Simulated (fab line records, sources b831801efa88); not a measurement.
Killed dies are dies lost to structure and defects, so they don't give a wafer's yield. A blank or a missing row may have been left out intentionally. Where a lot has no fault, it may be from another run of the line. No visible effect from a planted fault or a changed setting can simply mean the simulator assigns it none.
Which tool did it? :: flow gf180mcu :: Sampling: 6 lots, 18 wafers, 2 of 602 route steps

== WHAT EACH GAUGE READ, for each wafer ==
GF_HV_LDD_TW_MEAS_38.
lot: L592
measured: day 12 22:21
on: film-metro-04
HV_LDD_3_TW: 1439 1432 1438

lot: L596
measured: day 14 15:02
on: film-metro-03
HV_LDD_3_TW: 1435 1425 1433

lot: L599
measured: day 15 08:28
on: film-metro-03
HV_LDD_3_TW: 1431 1427 1435

lot: L601
measured: day 15 19:56
on: film-metro-04
HV_LDD_3_TW: 1440 1434 1430

lot: L608
measured: day 17 22:14
on: film-metro-03
HV_LDD_3_TW: 1405 1394 1398

lot: L610
measured: day 18 14:46
on: film-metro-04
HV_LDD_3_TW: 1441 1434 1439

== WHAT TOOL EACH LOT RAN ON (gives the tool, then ch and the chambers of the sampled wafers, and finally the start) ==
lot: L592
GF_HV_LDD_IMPLANT_33: implanter-04 ch 0, day 12 21:39

lot: L596
GF_HV_LDD_IMPLANT_33: implanter-02 ch 0, day 14 14:21

lot: L599
GF_HV_LDD_IMPLANT_33: implanter-02 ch 0, day 15 07:46

lot: L601
GF_HV_LDD_IMPLANT_33: implanter-02 ch 0, day 15 19:14

lot: L608
GF_HV_LDD_IMPLANT_33: implanter-02 ch 0, day 17 21:32

lot: L610
GF_HV_LDD_IMPLANT_33: implanter-04 ch 0, day 18 14:04
- GF_HV_LDD_IMPLANT_33

== THE ANSWER, worked out from the rows above alone ==
Rule: usual is defined by the lots themselves. Put in order of their means at a reading, lots are off if they are a third of the lots or fewer, leave a main group of 4 or more, and stand apart from it by a gap of 3 or more times the standard deviation of the main group's means; of several such gaps the widest counts. A main group is skipped when, at the precision printed for the reading in the tables above, its means are all equal. A lot without any number at a reading at which 4 lots or more have one is off too. Any other lot the step has rows for is counted as sound.
Off: L608, at GF_HV_LDD_TW_MEAS_38 (HV_LDD_3_TW). Main group: mean 1434, sd 2.8.
If a tool, at a process step before that reading, ran all the lots that are off and no sound lot after the first of them, it fits. The gauges at GF_HV_LDD_TW_MEAS_38 are tried like those tools. Can't be told from this: 2 tools fit, implanter-02 at GF_HV_LDD_IMPLANT_33, film-metro-03 at GF_HV_LDD_TW_MEAS_38.

== WHAT THE SIMULATOR HAD INSERTED ==
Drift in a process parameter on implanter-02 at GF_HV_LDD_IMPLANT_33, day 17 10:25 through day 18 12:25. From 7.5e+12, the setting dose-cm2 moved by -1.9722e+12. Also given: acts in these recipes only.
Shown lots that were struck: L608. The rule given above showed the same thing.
